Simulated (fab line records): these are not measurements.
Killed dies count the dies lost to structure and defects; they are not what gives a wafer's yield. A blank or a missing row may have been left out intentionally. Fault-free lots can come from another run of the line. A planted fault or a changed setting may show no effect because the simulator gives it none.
Chamber matching :: flow gf180mcu :: 3 sister chambers for GF_V3_CVD_02 on pecvd-03
The step deposits SiO2 from TEOS, target thk 850 nm, time 94.851 s. 3 wafers are shown with their chamber, then 8 later ones without.

== WAFERS PAIRED WITH THEIR CHAMBERS ==
wafer: L114.5
chamber: 2
susceptor temp C (C): 400.19

wafer: L129.6
chamber: 0
susceptor temp C (C): 400.06

wafer: L131.2
chamber: 1
susceptor temp C (C): 399.72

== WAFERS WITH NO CHAMBER GIVEN ==
wafer: L131.4
susceptor temp C (C): 399.73

wafer: L131.5
susceptor temp C (C): 400.07

wafer: L132.2
susceptor temp C (C): 399.68

wafer: L132.5
susceptor temp C (C): 399.85

wafer: L132.6
susceptor temp C (C): 400.58

wafer: L134.3
susceptor temp C (C): 400.03

wafer: L134.4
susceptor temp C (C): 399.78

wafer: L134.6
susceptor temp C (C): 399.77

== THE CHAMBER EACH PASSED THROUGH ==
wafer: L131.4
from the rows above: 1
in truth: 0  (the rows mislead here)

wafer: L131.5
from the rows above: can't be placed: 0 or 2
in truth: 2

wafer: L132.2
from the rows above: 1
in truth: 1

wafer: L132.5
from the rows above: can't be placed: 1 or 0 or 2
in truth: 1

wafer: L132.6
from the rows above: can't be placed: 2 or 0
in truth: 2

wafer: L134.3
from the rows above: can't be placed: 0 or 2 or 1
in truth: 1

wafer: L134.4
from the rows above: can't be placed: 1 or 0
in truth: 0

wafer: L134.6
from the rows above: can't be placed: 1 or 0
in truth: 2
Correct placement for 1 of the 8. Can't be placed from these rows: 6 (the true chamber is among the candidates in 5). Number placed wrongly: 1.
How it was worked out, from the rows above alone: a wafer's distance from a chamber is the root of the sum, over the readings, of the square of ((its reading less the chamber's mean) divided by the reading's scatter). The wafer belongs to the nearest chamber; if the next one is less than 2 further off, it can't be placed. A chamber's mean is the mean of its shown wafers. The scatter: root of mean squared gap, hidden wafer to nearest shown wafer, with one shown wafer a chamber.
